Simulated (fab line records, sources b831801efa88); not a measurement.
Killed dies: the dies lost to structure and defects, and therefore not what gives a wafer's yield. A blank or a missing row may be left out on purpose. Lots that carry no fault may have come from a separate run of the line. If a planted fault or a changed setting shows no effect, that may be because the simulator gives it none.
fab line records    flow sky130
record lots=6  wafers=18  lastDay=50
route steps=708 shown VT_ADJUST_LVTN@98 PAD_OPEN@708
lots that met no fault: from a run of the same line without faults
startH: hours from the record's opening day to when the first of the lot's shown wafers began    waitH: how many hours have passed since the lot's step before this one    " the same as in the row above    L1.1+2: one row covering several wafers at once    - no value, or no start was given    * or withheld: withheld    < > ~ a bound
route shown NAME@n: names a module that has steps shown in the file, with the first one's number in the route    usual: average and standard deviation across the fault-free wafers    same: alike in all rows    chamber/n: place in a boat    sites: the reading at each site    _std_site: standard deviation across them    _edge_site: outer sites' mean less inner sites'    radiusMm: how far each site lies from the wafer's centre    mask NAME#n: copy n    behind: the most recent tool/chamber to have shaped the wafer    hold: what put the lot on hold/how long, in hours/how the hold closed    device: the n, p or np transistor that did not switch    end of line: the same wafers' tests at the end of the route    step lacking rows: just its recipe    killed: count of dies lost to structure and defects at first sort (not the wafer's yield)    map: a wafer's dies, x killed, . not, _ none there
set.NAME: the setting as run; set.NAME@STEP: as run at that earlier step    model.NAME: the simulator's own value behind a step, which no gauge read
lots at selected steps of the route; one table per step, one row per wafer
services: the hour from which a tool's chamber was out of use, counted from the record's first day as startH (under 0 if before that day), plus the number of hours and why
## steps
# step SKY_VT_ADJUST_LVTN_HMDS_01
# recipe primeTimeS=60  primeTempC=120
# step SKY_VT_ADJUST_LVTN_COAT_02
# recipe spinRpm=2027  resistThkNm=3000
# step SKY_VT_ADJUST_LVTN_SOFTBAKE_03
# recipe tempC=110  timeS=withheld
# step SKY_VT_ADJUST_LVTN_EXPOSE_04
# recipe maskId=NWM_COMPLEMENT_LESS_NATIVE  na=0.6  sourceShape=conventional  sigmaOuter=0.6  polarization=unpolarized  targetCdNm=840  doseMj=194
# step SKY_VT_ADJUST_LVTN_PEB_05
# recipe tempC=115  timeS=withheld
# step SKY_VT_ADJUST_LVTN_DEVELOP_06
# recipe wallAngleDeg=90  developer=TMAH  developTimeS=60  devTempC=23
# step SKY_VT_ADJUST_LVTN_OVL_MEAS_07
# usual VT_ADJUST_LVTN_OVL=0.3/1.3
lot.wafer  tool        chamber  startH  waitH  VT_ADJUST_LVTN_OVL[nm]
L710.1     overlay-01  -        164.04  -      1.4
L710.4     "           -        "       "      0.7
L710.5     "           -        "       "      0.7
L712.3     overlay-02  -        175.89  -      -0.7
L712.5     "           -        "       "      0.7
L712.6     "           -        "       "      -1.3
L724.2     overlay-01  -        251.23  -      0.3
L724.3     "           -        "       "      0.7
L724.4     "           -        "       "      1.6
L727.3     overlay-01  -        270.59  -      -1.7
L727.4     "           -        "       "      -0.9
L727.6     "           -        "       "      -1.3
L728.1     overlay-02  -        276.89  -      1.3
L728.2     "           -        "       "      1.5
L728.5     "           -        "       "      -0.6
L729.1     overlay-02  -        289.58  -      -0.7
L729.4     "           -        "       "      1.7
L729.6     "           -        "       "      -1.1
# step SKY_VT_ADJUST_LVTN_IMPLANT_08
# recipe species=B  energyKev=30  doseCm2=1.57e+12  tiltDeg=withheld
# step SKY_VT_ADJUST_LVTN_STRIP_09
# recipe chemistry=O2/N2  powerW=1400  pressureMtorr=1500  platenTempC=withheld  o2FlowSccm=3000  n2FlowSccm=300  overashFraction=0.5
# usual drypumpMotorCurrentA=5.8/0.38  oesProductAu=0.722/0.0044  stripTimeToEndpointS=36.65/0.12
# same overashFraction=0.5
lot.wafer  tool            chamber  startH  waitH  drypumpMotorCurrentA  oesProductAu  rfHoursCounterH  stripTimeToEndpointS
L710.1     plasmaAsher-02  1        164.22  0.1    5.9                   0.733         48               36.65
L710.4     "               1        "       "      5.9                   0.719         -                36.44
L710.5     "               1        "       "      5.9                   0.720         -                36.58
L712.3     plasmaAsher-02  0        176.10  0.1    5.6                   0.720         -                36.65
L712.5     "               0        "       "      5.6                   0.729         -                36.65
L712.6     "               1        "       "      5.9                   0.719         -                36.67
L724.2     plasmaAsher-03  1        251.41  0.1    6.3                   0.724         46               36.64
L724.3     "               1        "       "      6.3                   0.718         -                36.62
L724.4     "               0        "       "      5.2                   0.717         -                36.71
L727.3     plasmaAsher-01  0        270.80  0.1    5.5                   0.725         -                36.89
L727.4     "               1        "       "      6.1                   0.728         -                36.72
L727.6     "               0        "       "      5.5                   0.719         -                36.75
L728.1     plasmaAsher-01  1        277.07  0.1    6.1                   0.725         16               36.40
L728.2     "               0        "       "      5.5                   0.718         16               36.41
L728.5     "               1        "       "      6.1                   0.722         -                36.43
L729.1     plasmaAsher-02  0        289.76  0.1    5.6                   0.727         61               36.69
L729.4     "               0        "       "      5.6                   0.726         -                36.72
L729.6     "               0        "       "      5.6                   0.715         -                36.75
# step SKY_VT_ADJUST_LVTN_TW_MEAS_10
# usual VT_ADJUST_LVTN_TW=242.0/1.7
lot.wafer  tool          chamber  startH  waitH  VT_ADJUST_LVTN_TW
L710.1     filmMetro-01  -        164.32  0.1    241.7
L710.4     "             -        "       "      240.5
L710.5     "             -        "       "      241.0
L712.3     filmMetro-04  -        176.18  0.1    244.0
L712.5     "             -        "       "      244.5
L712.6     "             -        "       "      244.5
L724.2     filmMetro-01  -        251.52  0.1    242.1
L724.3     "             -        "       "      241.2
L724.4     "             -        "       "      240.8
L727.3     filmMetro-03  -        270.89  0.1    241.5
L727.4     "             -        "       "      239.4
L727.6     "             -        "       "      241.2
L728.1     filmMetro-03  -        277.17  0.1    240.7
L728.2     "             -        "       "      241.1
L728.5     "             -        "       "      241.8
L729.1     filmMetro-04  -        289.86  0.1    243.2
L729.4     "             -        "       "      244.5
L729.6     "             -        "       "      245.0
# step SKY_VT_ADJUST_LVTN_DEHYDRATE_11
# recipe tempC=200  timeS=60
# step SKY_VT_ADJUST_LVTN_HMDS_12
# recipe primeTimeS=60  primeTempC=120
# step SKY_VT_ADJUST_LVTN_COAT_13
# recipe resist=NOVOLAK  spinRpm=3000  resistThkNm=1140
# usual dispensePressureKPa=54.97/0.19
lot.wafer  tool           chamber  startH  waitH  dispensePressureKPa  model.NOVOLAK_of_VT_ADJUST_LVTN_COAT_13.thkNm
L710.1     lithoTrack-03  0        174.79  0.1    54.86                1137
L710.4     "              0        "       "      54.84                1137
L710.5     "              0        "       "      54.88                1136
L712.3     lithoTrack-03  0        186.99  0.1    54.85                1138
L712.5     "              0        "       "      54.87                1141
L712.6     "              0        "       "      54.88                1142
L724.2     lithoTrack-04  0        262.91  0.1    55.24                1140
L724.3     "              0        "       "      55.27                1135
L724.4     "              0        "       "      55.27                1140
L727.3     lithoTrack-03  0        282.84  0.1    54.83                1192
L727.4     "              0        "       "      54.88                1193
L727.6     "              0        "       "      54.85                1192
L728.1     lithoTrack-03  0        288.94  0.1    54.82                1199
L728.2     "              0        "       "      54.87                1199
L728.5     "              0        "       "      54.83                1200
L729.1     lithoTrack-01  0        302.93  0.1    54.81                1135
L729.4     "              0        "       "      54.80                1139
L729.6     "              0        "       "      54.83                1140
# step SKY_VT_ADJUST_LVTN_SOFTBAKE_14
# recipe tempC=90  timeS=60  resist=NOVOLAK
# step SKY_VT_ADJUST_LVTN_EXPOSE_15
# recipe maskId=HVN_STD_DERIVED  na=0.6  sourceShape=conventional  sigmaOuter=0.6  polarization=unpolarized  targetCdNm=600  doseMj=163
# step SKY_VT_ADJUST_LVTN_PEB_16
# recipe tempC=withheld  timeS=*  resist=NOVOLAK
# step SKY_VT_ADJUST_LVTN_DEVELOP_17
# recipe resist=NOVOLAK  developer=TMAH  developTimeS=60  devTempC=23
lot.wafer  tool           chamber  startH  waitH  model.NOVOLAK_of_VT_ADJUST_LVTN_COAT_13.thkNm
L710.1+5   lithoTrack-03  0        185.19  0.1    1136
L710.4     "              0        "       "      1137
L712.3     lithoTrack-03  0        196.99  0.1    1137
L712.5     "              0        "       "      1140
L712.6     "              0        "       "      1141
L724.2+4   lithoTrack-03  0        275.46  0.1    1140
L724.3     "              0        "       "      1135
L727.3     lithoTrack-03  0        295.54  0.1    1191
L727.4+6   "              0        "       "      1192
L728.1     lithoTrack-03  0        302.14  0.1    1198
L728.2     "              0        "       "      1199
L728.5     "              0        "       "      1200
L729.1     lithoTrack-04  0        315.93  0.1    1134
L729.4     "              0        "       "      1139
L729.6     "              0        "       "      1140
# step SKY_VT_ADJUST_LVTN_OVL_MEAS_18
# usual VT_ADJUST_LVTN_01_OVL=-0.7/1.2
lot.wafer  tool        chamber  startH  waitH  VT_ADJUST_LVTN_01_OVL[nm]
L710.1     overlay-01  -        185.34  0.1    -0.7
L710.4     "           -        "       "      -0.3
L710.5     "           -        "       "      -0.2
L712.3     overlay-01  -        197.10  0.1    -1.9
L712.5     "           -        "       "      -1.6
L712.6     "           -        "       "      -2.0
L724.2     overlay-02  -        275.59  0.1    1.6
L724.3     "           -        "       "      -1.4
L724.4     "           -        "       "      0.7
L727.3     overlay-01  -        295.65  0.1    0.9
L727.4     "           -        "       "      0.9
L727.6     "           -        "       "      0.2
L728.1     overlay-02  -        302.29  0.1    1.2
L728.2     "           -        "       "      -0.6
L728.5     "           -        "       "      0.6
L729.1     overlay-02  -        316.08  0.1    -1.7
L729.4     "           -        "       "      -0.5
L729.6     "           -        "       "      -0.8
# step SKY_VT_ADJUST_LVTN_IMPLANT_19
# recipe species=B  energyKev=30  doseCm2=6.5e+11  tiltDeg=withheld
# step SKY_VT_ADJUST_LVTN_STRIP_20
# recipe chemistry=O2/N2  powerW=1400  pressureMtorr=1500  platenTempC=withheld  o2FlowSccm=3000  n2FlowSccm=300  overashFraction=0.5
# usual drypumpMotorCurrentA=5.8/0.36  oesProductAu=0.716/0.0042  stripTimeToEndpointS=14.16/0.044
# same overashFraction=0.5
lot.wafer  tool            chamber  startH  waitH  drypumpMotorCurrentA  oesProductAu  rfHoursCounterH  stripTimeToEndpointS
L710.1     plasmaAsher-03  0        185.52  0.1    5.2                   0.711         39               14.13
L710.4     "               1        "       "      6.3                   0.717         -                14.14
L710.5     "               0        "       "      5.2                   0.711         -                14.15
L712.3     plasmaAsher-01  1        197.31  0.1    6.1                   0.714         -                14.16
L712.5     "               0        "       "      5.5                   0.719         -                14.19
L712.6     "               1        "       "      6.1                   0.716         -                14.21
L724.2     plasmaAsher-02  1        275.77  0.1    5.9                   0.717         59               14.19
L724.3     "               0        "       "      5.5                   0.715         -                14.12
L724.4     "               1        "       "      5.8                   0.711         -                14.19
L727.3     plasmaAsher-02  1        295.86  0.1    5.8                   0.717         -                14.74
L727.4     "               0        "       "      5.6                   0.714         -                14.76
L727.6     "               1        "       "      5.8                   0.717         -                14.76
L728.1     plasmaAsher-02  0        302.47  0.1    5.6                   0.709         62               14.82
L728.2     "               1        "       "      5.9                   0.717         62               14.83
L728.5     "               1        "       "      5.8                   0.711         -                14.86
L729.1     plasmaAsher-01  1        316.27  0.1    6.2                   0.711         20               14.13
L729.4     "               1        "       "      6.2                   0.720         -                14.17
L729.6     "               0        "       "      5.5                   0.720         -                14.18
# step SKY_VT_ADJUST_LVTN_TW_MEAS_21
# usual VT_ADJUST_LVTN_2_TW=189.1/1.2
lot.wafer  tool          chamber  startH  waitH  VT_ADJUST_LVTN_2_TW
L710.1     filmMetro-01  -        185.62  0.1    188.1
L710.4     "             -        "       "      187.6
L710.5     "             -        "       "      188.2
L712.3     filmMetro-04  -        197.39  0.1    189.7
L712.5     "             -        "       "      189.9
L712.6     "             -        "       "      190.8
L724.2     filmMetro-01  -        275.88  0.1    188.6
L724.3     "             -        "       "      188.7
L724.4     "             -        "       "      189.1
L727.3     filmMetro-01  -        295.94  0.1    188.8
L727.4     "             -        "       "      188.6
L727.6     "             -        "       "      188.8
L728.1     filmMetro-04  -        302.57  0.1    190.8
L728.2     "             -        "       "      189.9
L728.5     "             -        "       "      190.1
L729.1     filmMetro-01  -        316.37  0.1    189.3
L729.4     "             -        "       "      189.1
L729.6     "             -        "       "      188.6
# step SKY_PAD_OPEN_PROBE_99
# usual killed_at_M0_to_M3=43/7.7  killed_at_M4_up=2.9/1.7  killedAtContacts=24/5.5  killedAtFrontEnd=15/4  killedAtOther=0.4/0.66  killedDies=86/9.4  killedOpen=47/6.7  killedShort=38/6.2
# same grossDies=492  killedAtBackSide=0
lot.wafer  tool       chamber  startH   waitH  killed_at_M0_to_M3  killed_at_M4_up  killedAtContacts  killedAtFrontEnd  killedAtOther  killedDies  killedOpen  killedShort
L710.1     prober-01  -        1094.45  0.1    43                  5                37                17                1              103         48          54
L710.4     prober-01  -        1094.60  0.2    33                  4                23                17                0              77          41          36
L710.5     prober-01  -        1094.65  0.2    41                  2                15                14                0              72          40          31
L724.2     prober-01  -        1170.55  0.1    32                  2                28                15                1              78          44          34
L724.3     prober-01  -        1170.60  0.2    35                  3                38                20                1              97          55          41
L724.4     prober-01  -        1170.65  0.2    34                  2                25                12                0              73          40          33
L727.3     prober-02  -        1183.77  0.2    32                  2                27                16                0              77          50          27
L727.4     prober-02  -        1183.82  0.2    47                  3                14                15                1              80          43          36
L727.6     prober-02  -        1183.92  0.2    36                  2                24                7                 0              69          41          27
L728.1     prober-01  -        1188.46  0.1    37                  3                17                11                0              68          26          42
L728.2     prober-01  -        1188.51  0.1    47                  3                21                11                0              82          41          41
L728.5     prober-01  -        1188.66  0.2    29                  1                18                17                0              65          37          28
L729.1     prober-02  -        1199.36  0.1    44                  5                31                14                0              94          50          44
L729.4     prober-02  -        1199.51  0.2    34                  5                23                11                0              73          49          24
L729.6     prober-02  -        1199.61  0.2    35                  5                28                9                 0              77          42          35
# killed by level:class
L710.1 CONTACT:geometricParticle:open=14 METAL2:geometricParticle:short=9 LI_CONTACT:geometricParticle:open=9 VIA1:geometricParticle:open=9 METAL1:geometricParticle:short=8 CONTACT:geometricParticle:short=7 VIA3:geometricParticle:short=5 METAL4:geometricParticle:short=5
L710.4 CONTACT:geometricParticle:open=10 METAL1:geometricParticle:short=8 FIELD_ISO:geometricParticle:short=6 LI_CONTACT:geometricParticle:open=6 VIA1:geometricParticle:open=5 VIA3:geometricParticle:open=5 POLY_GATE:geometricParticle:open=4 LI_CONTACT:geometricParticle:short=3
L710.5 VIA1:geometricParticle:open=9 LI_CONTACT:geometricParticle:open=6 VIA1:geometricParticle:short=6 VIA3:geometricParticle:open=6 FIELD_ISO:geometricParticle:open=4 CONTACT:geometricParticle:open=4 VIA2:geometricParticle:open=4 METAL3:geometricParticle:short=4
L724.2 CONTACT:geometricParticle:open=9 LI_CONTACT:geometricParticle:open=8 VIA2:geometricParticle:open=7 POLY_GATE:geometricParticle:open=5 CONTACT:geometricParticle:short=5 VIA3:geometricParticle:open=5 FIELD_ISO:geometricParticle:short=4 METAL1:geometricParticle:short=4
L724.3 CONTACT:geometricParticle:open=18 VIA1:geometricParticle:short=7 CONTACT:geometricParticle:short=6 VIA1:geometricParticle:open=6 POLY_GATE:geometricParticle:open=5 LI_CONTACT:geometricParticle:open=5 LOCAL_INTERCONNECT:geometricParticle:short=5 VIA3:geometricParticle:open=5
L724.4 CONTACT:geometricParticle:open=12 VIA1:geometricParticle:open=7 VIA1:geometricParticle:short=5 POLY_GATE:geometricParticle:short=4 LI_CONTACT:geometricParticle:open=4 CONTACT:geometricParticle:short=4 METAL2:geometricParticle:short=4 POLY_GATE:geometricParticle:open=3
L727.3 CONTACT:geometricParticle:open=12 VIA1:geometricParticle:open=9 VIA3:geometricParticle:open=6 VIA2:geometricParticle:open=4 LI_CONTACT:geometricParticle:open=4 LOCAL_INTERCONNECT:geometricParticle:short=4 CONTACT:geometricParticle:short=4 METAL1:geometricParticle:short=4
L727.4 VIA1:geometricParticle:open=13 FIELD_ISO:geometricParticle:open=6 METAL1:geometricParticle:short=6 LI_CONTACT:geometricParticle:open=5 LOCAL_INTERCONNECT:geometricParticle:short=4 VIA1:geometricParticle:short=4 VIA2:geometricParticle:open=4 VIA3:geometricParticle:open=4
L727.6 VIA1:geometricParticle:open=12 CONTACT:geometricParticle:open=9 VIA2:geometricParticle:open=7 LOCAL_INTERCONNECT:geometricParticle:short=6 LI_CONTACT:geometricParticle:open=5 METAL2:geometricParticle:short=5 FIELD_ISO:geometricParticle:short=2 SPACER:geometricParticle:open=2
L728.1 METAL2:geometricParticle:short=7 VIA2:geometricParticle:open=6 VIA1:geometricParticle:short=5 CONTACT:geometricParticle:open=5 POLY_GATE:geometricParticle:short=4 LI_CONTACT:geometricParticle:open=4 CONTACT:geometricParticle:short=4 VIA2:geometricParticle:short=4
L728.2 VIA3:geometricParticle:open=10 VIA1:geometricParticle:open=9 CONTACT:geometricParticle:open=7 LI_CONTACT:geometricParticle:open=5 LOCAL_INTERCONNECT:geometricParticle:short=5 METAL1:geometricParticle:short=5 VIA3:geometricParticle:short=5 FIELD_ISO:geometricParticle:open=4
L728.5 CONTACT:geometricParticle:open=7 LOCAL_INTERCONNECT:geometricParticle:short=6 VIA1:geometricParticle:open=6 VIA3:geometricParticle:open=6 FIELD_ISO:geometricParticle:open=5 METAL2:geometricParticle:short=5 VIA2:geometricParticle:open=4 FIELD_ISO:geometricParticle:short=3
L729.1 LOCAL_INTERCONNECT:geometricParticle:short=12 VIA1:geometricParticle:open=11 CONTACT:geometricParticle:open=9 METAL2:geometricParticle:short=8 VIA2:geometricParticle:open=6 VIA1:geometricParticle:short=6 VIA3:geometricParticle:open=6 FIELD_ISO:geometricParticle:open=5
L729.4 VIA1:geometricParticle:open=9 CONTACT:geometricParticle:open=7 LI_CONTACT:geometricParticle:open=6 VIA2:geometricParticle:open=6 VIA3:geometricParticle:open=5 FIELD_ISO:geometricParticle:open=4 LOCAL_INTERCONNECT:geometricParticle:short=4 POLY_GATE:geometricParticle:open=3
L729.6 LI_CONTACT:geometricParticle:open=9 CONTACT:geometricParticle:open=9 VIA2:geometricParticle:open=7 METAL1:geometricParticle:short=5 VIA3:geometricParticle:open=5 LOCAL_INTERCONNECT:geometricParticle:short=4 CONTACT:geometricParticle:short=4 VIA2:geometricParticle:short=4
## services
tool            chamber  startH  hours  kind
plasmaAsher-01  -        144.53  1.3    repair
plasmaAsher-03  -        179.08  1.6    repair
plasmaAsher-02  -        220.40  2.8    pm
lithoTrack-04   -        265.45  -      consumableReplace:filter
plasmaAsher-02  -        282.24  3.0    repair
plasmaAsher-03  -        285.98  6.6    repair
## key
firstSign step=SKY_VT_ADJUST_LVTN_STRIP_20  reading=stripTimeToEndpointS  direction=up  sigmas=14  usual=*  struck=*
effect none on later readings
modelEffect step=SKY_VT_ADJUST_LVTN_COAT_13  value=NOVOLAK_of_VT_ADJUST_LVTN_COAT_13.thkNm  without=1139  struck=1196
modelEffect step=SKY_VT_ADJUST_LVTN_DEVELOP_17  value=NOVOLAK_of_VT_ADJUST_LVTN_COAT_13.thkNm  without=1138  struck=1195
metAt SKY_VT_ADJUST_LVTN_COAT_13
struckWafers L727.3,L727.4,L727.6,L728.1,L728.2,L728.5
testerLeftOut L727,L728
onsetBetween 186.99 282.84
alsoFits SKY_VT_ADJUST_LVTN_STRIP_09:plasmaAsher-01,SKY_VT_ADJUST_LVTN_DEVELOP_17:lithoTrack-03,SKY_VT_ADJUST_LVTN_STRIP_20:plasmaAsher-02
fault kind=processParameterDrift  tool=lithoTrack-03  chamber=-  onsetH=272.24  steps=SKY_VT_ADJUST_LVTN_COAT_13  channel=resistThkNm  offset=57.37  shape=step  endH=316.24  actsIn=theseRecipesOnly  stated=1140
# testerLeftOut: of these lots the tester's yield and bins aren't shown, on N5 and GAA mostly nor the transistor test; their killed dies are dies lost to structure and defects alone, not to doping, threshold or leakage, so they don't give the yield
